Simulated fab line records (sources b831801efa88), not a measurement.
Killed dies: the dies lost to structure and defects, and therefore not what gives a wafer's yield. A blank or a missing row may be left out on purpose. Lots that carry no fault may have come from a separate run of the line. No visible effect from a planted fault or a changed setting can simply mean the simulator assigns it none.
One fault seen from 2 desks :: flow sfqLine :: each desk holds nothing but its own numbers, with what lay behind them at the end

TOOL OWNER'S DESK, cmp-01
The tool's own readings at SFQ_TRILAYER_I6_CMP_CMP_166 (polishes SiO2): means of the sampled wafers that have a number, for each lot that ran on this tool. A lot is out of limits, marked OUT, if its mean lies more than 4 standard deviations from the usual mean; the brackets give that distance.
Columns: A = motorCurrentA at SFQ_TRILAYER_I6_CMP_CMP_166, usual 9.8 A; B = timeToEndpointS at SFQ_TRILAYER_I6_CMP_CMP_166, usual 217 s
lot: L792
first seen here: day 66 03:25
A: 10.1
B: 212

lot: L793
first seen here: day 66 11:45
A: 9.6
B: 222

lot: L799
first seen here: day 80 02:56
A: 9.5
B: 230

lot: L814
first seen here: day 83 04:25
A: 8.7
B: 211
Result from this desk: across the 4 lots, nothing is out of limits.

METROLOGY DESK
Means of the sampled wafers that have a number, per lot and without regard to the tool the lot ran on: this is what the gauges read. A lot is out of limits, marked OUT, if its mean lies more than 4 standard deviations from the usual mean; the brackets give that distance.
Columns: A = I7_BOW at SFQ_I7_BOW_MEAS_946, usual 3 um
lot: L791
first seen here: day 71 04:19
A: -10

lot: L792
first seen here: day 71 05:20
A: 7

lot: L793
first seen here: day 71 10:50
A: 15

lot: L794
first seen here: day 71 16:21
A: 3

lot: L795
first seen here: day 77 09:50
A: -23

lot: L799
first seen here: day 80 18:43
A: -6

lot: L801
first seen here: day 81 05:11
A: 8

lot: L806
first seen here: day 82 03:55
A: 12

lot: L807
first seen here: day 82 12:55
A: 6

lot: L808
first seen here: day 82 23:32
A: 9

lot: L814
first seen here: day 84 12:08
A: -5
Result from this desk: across the 11 lots, nothing is out of limits.

ALL TOGETHER
The desk of the tool owner found nothing out of limits.
From the metrology desk's view, nothing was out of limits.

WHAT HAD BEEN PUT IN BY THE SIMULATOR
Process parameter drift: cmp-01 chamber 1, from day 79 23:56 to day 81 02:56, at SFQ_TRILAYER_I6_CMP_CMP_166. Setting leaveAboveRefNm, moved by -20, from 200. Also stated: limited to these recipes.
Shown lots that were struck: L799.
